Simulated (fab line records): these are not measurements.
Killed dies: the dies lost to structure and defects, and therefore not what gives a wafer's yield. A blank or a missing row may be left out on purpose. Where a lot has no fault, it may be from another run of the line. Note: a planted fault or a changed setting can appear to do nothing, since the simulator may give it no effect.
Which tool did it?    flow sky130    Sampling: 13 lots, 39 wafers, 3 of 708 route steps

WHAT EACH GAUGE READ, for each wafer
SKY_LDD_LDN_OVL_MEAS_07. Usual: LDD_LDN_OVL typically reads 0.8 nm, with standard deviation 1.7.
lot   measured      on          LDD_LDN_OVL (nm)  flag
L247  day 22 11:36  overlay-02  2.9 0.7 -0.5      
L248  day 22 22:03  overlay-02  -2.3 -1.3 -2.3    
L249  day 23 18:39  overlay-02  -0.3 0.9 -0.4     
L251  day 24 05:50  overlay-01  1.9 -0.6 1.1      
L250  day 24 09:08  overlay-02  2.7 0.7 3.1       
L252  day 24 15:06  overlay-01  1.8 -0.1 3.1      
L255  day 25 16:53  overlay-02  0.5 -1.2 -0.8     
L257  day 26 14:20  overlay-02  -1.0 -2.5 -2.0    
L258  day 26 23:56  overlay-01  0.5 3.1 -0.8      
L260  day 27 09:53  overlay-01  0.5 0.3 -0.6      
L259  day 27 10:48  overlay-02  -1.5 -1.4 1.8     
L261  day 27 18:45  overlay-01  - - -             OFF
L265  day 28 21:35  overlay-02  0.3 0.5 0.2       

SKY_LDD_LDN_TW_MEAS_13. Usual: LDD_LDN_TW typically reads 1489, with standard deviation 9.6.
lot   measured      on             LDD_LDN_TW      flag
L247  day 22 12:20  film metro-02  1487 1475 1484  
L248  day 22 22:47  film metro-02  1487 1487 1493  
L249  day 23 19:23  film metro-02  1490 1487 1489  
L251  day 24 06:35  film metro-04  1488 1492 1488  
L250  day 24 09:53  film metro-04  1492 1491 1489  
L252  day 24 15:50  film metro-04  1492 1493 1487  
L255  day 25 17:38  film metro-02  1489 1482 1490  
L257  day 26 15:05  film metro-02  1481 1482 1479  
L258  day 27 00:41  film metro-02  1471 1470 1468  
L260  day 27 10:38  film metro-02  1472 1479 1475  
L259  day 27 11:32  film metro-02  1472 1469 1476  
L261  day 27 19:29  film metro-03  30 30 31        OFF
L265  day 28 22:19  film metro-02  1490 1493 1480  

WHICH TOOL RAN EACH LOT (tool, then ch and the chambers of the sampled wafers, then the start)
lot   SKY_LDD_LDN_EXPOSE_04
L247  iline stepper-01 ch 0, day 21 20:03
L248  iline stepper-02 ch 0, day 22 06:22
L249  iline stepper-01 ch 0, day 23 03:41
L251  iline stepper-02 ch 0, day 23 14:58
L250  iline stepper-01 ch 0, day 23 18:46
L252  iline stepper-01 ch 0, day 24 00:55
L255  iline stepper-02 ch 0, day 25 02:22
L257  iline stepper-01 ch 0, day 25 23:30
L258  iline stepper-02 ch 0, day 26 09:52
L260  iline stepper-02 ch 0, day 26 19:57
L259  iline stepper-02 ch 0, day 26 20:55
L261  iline stepper-02 ch 0, day 27 04:40
L265  iline stepper-02 ch 0, day 28 07:28
- SKY_LDD_LDN_EXPOSE_04: exposes mask LDNTM, target cd 700 nm.

AS READ BY THE TOOLS THEMSELVES (means over the sampled wafers that have a number; for cases with no such wafer, the mark the record gives instead)
The record holds no such reading with a usual standard deviation.

THE ANSWER, worked out from the rows above alone
Rule: a lot is off if the mean of its wafers that have a number lies more than 3 standard deviations from the usual mean. A lot without any number at a reading at which 4 lots or more have one is off too. Any other lot the step has rows for is counted as sound. Order of review: gauges by route order, followed by the tools' own readings, for which a lot's mean as printed above is used. At the first step where some lot is off, the reading lying furthest off is the one used; lots without a number count as furthest.
Off: at SKY_LDD_LDN_OVL_MEAS_07 (LDD_LDN_OVL), L261. Without a number there: L261.
If a tool, at a process step before that reading, ran all the lots that are off and no sound lot after the first of them, it fits. Not tried: the gauges at SKY_LDD_LDN_OVL_MEAS_07; whatever is off there is also off at SKY_LDD_LDN_TW_MEAS_13, on other tools, and gauge error can't account for it. Not one of the candidates tried fits.

WHAT THE SIMULATOR HAD PUT IN
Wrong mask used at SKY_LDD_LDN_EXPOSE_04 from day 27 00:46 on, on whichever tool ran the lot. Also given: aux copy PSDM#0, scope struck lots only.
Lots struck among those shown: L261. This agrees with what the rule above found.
